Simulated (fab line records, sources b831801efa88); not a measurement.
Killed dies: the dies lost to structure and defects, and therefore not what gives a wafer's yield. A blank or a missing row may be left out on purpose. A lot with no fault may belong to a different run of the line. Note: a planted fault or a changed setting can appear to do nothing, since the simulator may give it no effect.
fab line records ; flow gf180mcu ; part 2 of 2: steps 28 to 37 of 37
record: lots: 5; wafers: 15; last_day: 34
route steps=602 shown STI@10 DNWELL@32 NWELL@42
lots untouched by any fault: they come from a run of this same line in which no faults occurred
start_h: hours from the record's first day to the start of the lot's first wafer shown ; wait_h: how many hours have passed since the lot's step before this one ; " the same as in the row above ; L1.1+2: several wafers, shown together as one row ; - either no value or no given start ; * or withheld: withheld ; < > ~ a bound
route shown NAME@n: names a module that has steps shown in the file, with the first one's number in the route ; usual: mean/standard deviation taken from wafers without a fault ; same: alike in all rows ; chamber/n: place in a boat ; sites: the reading at each site ; _std_site: the values' standard deviation ; _edge_site: mean of outer sites minus mean of inner sites ; radius_mm: for every site, how far away it sits from the centre of the wafer ; mask NAME#n: copy n ; behind: the tool/chamber that last shaped the wafer ; hold: what put the lot on hold/how long, in hours/how the hold closed ; device: names the non-switching transistor (n, p or np) ; end of line: tests of these same wafers at the route's end ; a step with no rows: only its recipe ; killed: count of dies lost to structure and defects at first sort (not the wafer's yield) ; map: a wafer's dies, marking killed ones x, the rest . and places with no die _
set.NAME: setting as actually run; set.NAME@STEP: the setting as run at that earlier step ; model.NAME: the simulator's own value behind a step, which no gauge read
lots at some steps of the route; a table a step, a row a wafer
services: a tool's chamber out of use, with start hour (start_h, from the record's first day; less than 0 if before it), hours out, and reason
== steps ==
step: GF_DNWELL_PEB_05
recipe: temp_c: 115; time_s: withheld
usual: resist_line_temp_C: 23.00/0.11
lot.wafer;tool;chamber;start_h;wait_h;resist_line_temp_C
L075.3;litho_track-02;0;-;-;22.88
L075.4;litho_track-02;0;-;-;22.85
L075.5;litho_track-02;0;-;-;22.95
L078.3;litho_track-03;0;-;-;22.66
L078.4;litho_track-03;0;-;-;22.86
L078.6;litho_track-03;0;-;-;22.94
L086.2;litho_track-01;0;-;-;23.07
L086.3;litho_track-01;0;-;-;23.05
L086.6;litho_track-01;0;-;-;23.07
L095.4;litho_track-02;0;-;-;22.88
L095.5;litho_track-02;0;-;-;23.01
L095.6;litho_track-02;0;-;-;22.85
L096.2;litho_track-03;0;-;-;23.03
L096.5;litho_track-03;0;-;-;22.84
L096.6;litho_track-03;0;-;-;22.98
step: GF_DNWELL_DEVELOP_06
recipe: wall_angle_deg: 90; develop_time_s: 60; dev_temp_c: 23
usual: developer_temp_C: 22.99/0.1; resist_line_temp_C: 23.01/0.1
lot.wafer;tool;chamber;start_h;wait_h;developer_temp_C;resist_line_temp_C
L075.3;litho_track-02;0;-;-;23.03;23.01
L075.4;litho_track-02;0;-;-;23.13;22.98
L075.5;litho_track-02;0;-;-;23.00;22.90
L078.3;litho_track-03;0;-;-;23.11;23.04
L078.4;litho_track-03;0;-;-;23.09;23.00
L078.6;litho_track-03;0;-;-;23.16;22.96
L086.2;litho_track-01;0;-;-;22.92;23.07
L086.3;litho_track-01;0;-;-;23.01;23.07
L086.6;litho_track-01;0;-;-;23.02;22.95
L095.4;litho_track-02;0;-;-;22.81;22.97
L095.5;litho_track-02;0;-;-;22.88;22.89
L095.6;litho_track-02;0;-;-;23.09;23.05
L096.2;litho_track-03;0;-;-;23.04;23.14
L096.5;litho_track-03;0;-;-;23.11;23.05
L096.6;litho_track-03;0;-;-;23.14;22.94
step: GF_DNWELL_IMPLANT_07
recipe: species: P; energy_kev: 1500; dose_cm2: 1e+13; tilt_deg: 0
lot.wafer;tool;chamber;start_h;wait_h
L075.3+4+5;implanter-03;0;48.37;-
L078.3+4+6;implanter-01;0;65.73;-
L086.2+3+6;implanter-01;0;107.60;-
L095.4+5+6;implanter-04;0;155.40;-
L096.2+5+6;implanter-01;0;159.05;-
step: GF_DNWELL_STRIP_08
recipe: chemistry: O2/N2; power_w: 1400; pressure_mtorr: 1500; platen_temp_c: 250; o2_flow_sccm: 3000; n2_flow_sccm: 300; overash_fraction: 0.5
usual: drypump_motor_current_A: 6.1/0.47; heater_power_w: 325/33; oes_product_au: 0.723/0.0046; platen_temp_c: 249.99/0.16; strip_time_to_endpoint_s: 36.96/0.11
lot.wafer;tool;chamber;start_h;wait_h;drypump_motor_current_A;heater_power_w;oes_product_au;platen_temp_c;rf_hours_counter_h;strip_time_to_endpoint_s
L075.3;plasma_asher-03;1;48.51;0.1;5.7;369;0.713;250.10;-;37.09
L075.4;plasma_asher-03;0;48.51;0.1;6.6;307;0.722;249.72;-;36.97
L075.5;plasma_asher-03;0;48.51;0.1;6.6;307;0.724;249.82;-;37.06
L078.3;plasma_asher-03;0;65.86;0.1;6.6;307;0.721;249.85;-;37.09
L078.4;plasma_asher-03;1;65.86;0.1;5.7;364;0.726;250.22;-;37.05
L078.6;plasma_asher-03;1;65.86;0.1;5.7;375;0.724;250.12;-;37.05
L086.2;plasma_asher-02;0;107.72;0.1;5.8;310;0.725;249.91;44;36.92
L086.3;plasma_asher-02;0;107.72;0.1;5.8;301;0.721;249.97;-;36.84
L086.6;plasma_asher-02;0;107.72;0.1;5.8;301;0.729;249.93;-;36.88
L095.4;plasma_asher-01;1;155.50;0.1;6.5;361;0.715;250.16;-;36.84
L095.5;plasma_asher-01;1;155.50;0.1;6.5;356;0.729;250.22;-;36.87
L095.6;plasma_asher-01;0;155.50;0.1;5.3;338;0.713;249.93;-;36.94
L096.2;plasma_asher-02;0;159.17;0.1;5.8;311;0.725;250.05;50;36.83
L096.5;plasma_asher-02;1;159.17;0.1;6.4;273;0.733;250.06;-;36.79
L096.6;plasma_asher-02;0;159.17;0.1;5.8;315;0.722;250.20;-;36.98
step: GF_DNWELL_TW_MEAS_09
usual: DNWELL_TW: 1348/8.8
lot.wafer;tool;chamber;start_h;wait_h;DNWELL_TW
L075.3;film_metro-01;-;48.59;0.1;1349
L075.4;film_metro-01;-;48.59;0.1;1348
L075.5;film_metro-01;-;48.59;0.1;1349
L078.3;film_metro-04;-;65.95;0.1;1350
L078.4;film_metro-04;-;65.95;0.1;1344
L078.6;film_metro-04;-;65.95;0.1;1348
L086.2;film_metro-01;-;107.83;0.1;1362
L086.3;film_metro-01;-;107.83;0.1;1362
L086.6;film_metro-01;-;107.83;0.1;1356
L095.4;film_metro-01;-;155.60;0.1;1346
L095.5;film_metro-01;-;155.60;0.1;1349
L095.6;film_metro-01;-;155.60;0.1;1349
L096.2;film_metro-02;-;159.28;0.1;1342
L096.5;film_metro-02;-;159.28;0.1;1344
L096.6;film_metro-02;-;159.28;0.1;1341
step: GF_NWELL_DEHYDRATE_00
recipe: temp_c: 200; time_s: 60
usual: resist_line_temp_C: 22.99/0.098
lot.wafer;tool;chamber;start_h;wait_h;resist_line_temp_C
L075.3;litho_track-03;0;54.18;5.6;22.92
L075.4;litho_track-03;0;54.18;5.6;22.94
L075.5;litho_track-03;0;54.18;5.6;22.85
L078.3;litho_track-04;0;72.31;6.4;22.92
L078.4;litho_track-04;0;72.31;6.4;23.07
L078.6;litho_track-04;0;72.31;6.4;22.88
L086.2;litho_track-03;0;114.50;6.7;23.00
L086.3;litho_track-03;0;114.50;6.7;22.94
L086.6;litho_track-03;0;114.50;6.7;23.09
L095.4;litho_track-04;0;162.88;7.3;22.92
L095.5;litho_track-04;0;162.88;7.3;22.94
L095.6;litho_track-04;0;162.88;7.3;22.84
L096.2;litho_track-03;0;166.25;7.0;23.02
L096.5;litho_track-03;0;166.25;7.0;22.88
L096.6;litho_track-03;0;166.25;7.0;22.93
step: GF_NWELL_HMDS_01
recipe: prime_time_s: 60; prime_temp_c: 120
usual: resist_line_temp_C: 23.01/0.096
lot.wafer;tool;chamber;start_h;wait_h;resist_line_temp_C
L075.3;litho_track-03;0;54.33;0.1;22.96
L075.4;litho_track-03;0;54.33;0.1;22.95
L075.5;litho_track-03;0;54.33;0.1;22.98
L078.3;litho_track-04;0;72.46;0.1;23.17
L078.4;litho_track-04;0;72.46;0.1;23.25
L078.6;litho_track-04;0;72.46;0.1;23.11
L086.2;litho_track-03;0;114.65;0.1;23.01
L086.3;litho_track-03;0;114.65;0.1;23.11
L086.6;litho_track-03;0;114.65;0.1;22.96
L095.4;litho_track-04;0;163.03;0.1;22.80
L095.5;litho_track-04;0;163.03;0.1;22.84
L095.6;litho_track-04;0;163.03;0.1;23.05
L096.2;litho_track-03;0;166.40;0.1;23.05
L096.5;litho_track-03;0;166.40;0.1;22.89
L096.6;litho_track-03;0;166.40;0.1;22.89
step: GF_NWELL_COAT_02
recipe: spin_rpm: 2000; resist_thk_nm: 3000
usual: resist_line_temp_C: 23.03/0.11
lot.wafer;tool;chamber;start_h;wait_h;resist_line_temp_C
L075.3;litho_track-03;0;54.48;0.1;23.16
L075.4;litho_track-03;0;54.48;0.1;22.99
L075.5;litho_track-03;0;54.48;0.1;23.13
L078.3;litho_track-04;0;72.61;0.1;22.86
L078.4;litho_track-04;0;72.61;0.1;23.02
L078.6;litho_track-04;0;72.61;0.1;23.04
L086.2;litho_track-03;0;114.80;0.1;22.98
L086.3;litho_track-03;0;114.80;0.1;23.05
L086.6;litho_track-03;0;114.80;0.1;22.96
L095.4;litho_track-04;0;163.18;0.1;23.14
L095.5;litho_track-04;0;163.18;0.1;23.00
L095.6;litho_track-04;0;163.18;0.1;23.13
L096.2;litho_track-03;0;166.55;0.1;23.01
L096.5;litho_track-03;0;166.55;0.1;23.16
L096.6;litho_track-03;0;166.55;0.1;23.15
step: GF_NWELL_SOFTBAKE_03
recipe: temp_c: 110; time_s: withheld
usual: resist_line_temp_C: 22.99/0.12
lot.wafer;tool;chamber;start_h;wait_h;resist_line_temp_C
L075.3;litho_track-03;0;54.64;0.1;22.93
L075.4;litho_track-03;0;54.64;0.1;22.77
L075.5;litho_track-03;0;54.64;0.1;22.93
L078.3;litho_track-04;0;72.77;0.1;22.85
L078.4;litho_track-04;0;72.77;0.1;22.75
L078.6;litho_track-04;0;72.77;0.1;22.86
L086.2;litho_track-03;0;114.96;0.1;22.99
L086.3;litho_track-03;0;114.96;0.1;23.02
L086.6;litho_track-03;0;114.96;0.1;23.02
L095.4;litho_track-04;0;163.36;0.1;23.22
L095.5;litho_track-04;0;163.36;0.1;23.23
L095.6;litho_track-04;0;163.36;0.1;23.04
L096.2;litho_track-03;0;166.71;0.1;22.87
L096.5;litho_track-03;0;166.71;0.1;23.24
L096.6;litho_track-03;0;166.71;0.1;23.16
step: GF_NWELL_EXPOSE_04
recipe: mask_id: Nwell; target_cd_nm: 860; na: 0.6; source_shape: conventional; sigma_outer: 0.6; dose_mj: 260
lot.wafer;tool;chamber;start_h;wait_h;mask
L075.3+4+5;iline_stepper-02;0;-;-;Nwell#0
L078.3+4+6;iline_stepper-01;0;-;-;Nwell#0
L086.2+3+6;iline_stepper-02;0;-;-;Nwell#0
L095.4+5+6;iline_stepper-01;0;-;-;Nwell#0
L096.2+5+6;iline_stepper-02;0;-;-;Nwell#0
== services ==
tool;chamber;start_h;hours;kind
cmp-02;-;11.65;1.5;repair
cmp-02;-;12.14;0.3;repair
hdpcvd-01;0;20.08;19.3;repair
iline_stepper-01;-;22.82;0.8;repair
hdpcvd-01;-;26.21;2.2;repair
furnace-01;-;38.39;3.0;pm
implanter-01;-;58.92;2.4;repair
rie_si-01;-;59.35;14.6;pm
furnace-02;-;59.58;4.3;pm
plasma_asher-01;-;61.01;37.5;repair
cmp-02;-;64.09;4.0;pm
krf_scanner-01;-;72.65;1.3;pm
iline_stepper-01;-;73.71;2.6;repair
furnace-01;-;74.13;4.4;pm
implanter-01;-;85.85;8.5;repair
iline_stepper-01;-;86.79;1.7;pm
wet_bench-02;-;93.81;21.8;repair
iline_stepper-02;-;107.34;1.7;pm
plasma_asher-03;-;117.31;0.4;repair
wet_bench-01;-;117.75;4.2;repair
krf_scanner-01;-;118.25;1.5;repair
wet_bench-01;-;122.62;2.4;repair
krf_scanner-01;-;151.82;1.0;pm
krf_scanner-01;-;158.14;0.8;pm
